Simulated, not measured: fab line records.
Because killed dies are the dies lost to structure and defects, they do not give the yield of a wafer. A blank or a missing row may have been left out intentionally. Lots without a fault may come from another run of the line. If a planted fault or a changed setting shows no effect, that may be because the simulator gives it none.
Code-filled problem report in 8D (eight disciplines) form	flow sky130	the parts of the form that need people (team, actions taken, sign-off) are left out

## 1. WHAT WENT WRONG
At SKY_VIA1_ETCH_14, oesProductAu averages 1.024 a.u. over 2 wafers from 2 lots, while fault-free wafers read 0.854 a.u., standard deviation 0.0048. That puts it +35 standard deviations away from the usual mean.
The step: etches BARC in N2/H2, stops on SiO2, time 45.9 s, target depth 60 nm.
First seen on wafer L457.1, day 38 00:41, on rieDiel-02. At this step, 18 wafers from 6 lots have a number in the record. Rule for "out", or "out of limits": more than 4 standard deviations from the usual mean. All remaining wafers that have a number are taken as sound.

## 2. WHAT IT IS; WHAT IT IS NOT
question	is	is not
which readings at this step	oesProductAu, runLengthS	drypumpMotorCurrentA, n2FlowSccm
which lots	L457, L459	L445, L455, L456, L465
which wafers of those lots	L457.1, L459.2	L457.2, L457.5, L459.1, L459.4
read on which tools	rieDiel-02	rieDiel-01, rieDiel-04
when	from day 38 00:41	up to then (11 sound wafers); but 5 sound wafers of L459, L465 came after

## 3. SUSPECTS, AND WHAT RULES EACH OUT
Counting: a tool at a process step up to the reading stays a suspect if it ran every lot that is out. Sound lots after the first of them don't rule it out here, since some wafers of a struck lot are sound.
- cmp-02 at SKY_VIA1_CMP_02 (polishes SiO2): kept. It ran every lot that is out, first L457 (day 36 21:40).
- rieDiel-02 at SKY_VIA1_ETCH_14 (etches BARC in N2/H2, stops on SiO2, time 45.9 s, target depth 60 nm): kept. It processed each lot that is out (first: L457, day 38 00:41); up to then, its last sound lot is L455 (day 37 12:13). Out on those wafers are its own readings of oesProductAu, runLengthS.
- Within cmp-02 at SKY_VIA1_CMP_02: the wafers that are out ran in chambers 2, 3; their sound lot-mates ran in chambers 0, 1.
- rieDiel-02, SKY_VIA1_ETCH_14: wafers that are out in chamber 0, sound lot-mates in chambers 1, 3.
The count leaves rieDiel-02 at SKY_VIA1_ETCH_14 and cmp-02 at SKY_VIA1_CMP_02.

## 4. THE CAUSE (what the simulator had put in)
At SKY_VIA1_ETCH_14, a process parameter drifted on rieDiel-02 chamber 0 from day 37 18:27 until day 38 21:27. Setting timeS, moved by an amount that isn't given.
This tool is one of the 2 suspects left after counting.

## 5. THE EFFECT CHAIN, in route order
Rows list readings where the struck wafers' mean (over those with a number) sits beyond 3 standard deviations from the usual. Only readings for which the record gives a usual standard deviation are gone through. hours: the time from each lot's start at the first step in this table that gives one to its start at this step, as a median over the lots. sigmas: the change in usual standard deviations.
hours	step	reading	usual	on struck wafers	change	sigmas
0	SKY_VIA1_ETCH_14	oesProductAu	0.854 a.u.	1.024	+0.170	+35
0	SKY_VIA1_ETCH_14	runLengthS	74.3 s	65.4	-8.9	-15
0	SKY_VIA1_ETCH_14	throttleValvePct	13.226 %	13.251	+0.025	+3.1
It contains these process steps:
- SKY_VIA1_ETCH_14: etches BARC in N2/H2, stops on SiO2, time 45.9 s, target depth 60 nm.

## 6. WHAT WOULD HAVE CAUGHT IT SOONER
In this record no reading fell out of limits until day 38 00:41, 6 hours after the fault had begun at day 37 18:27.
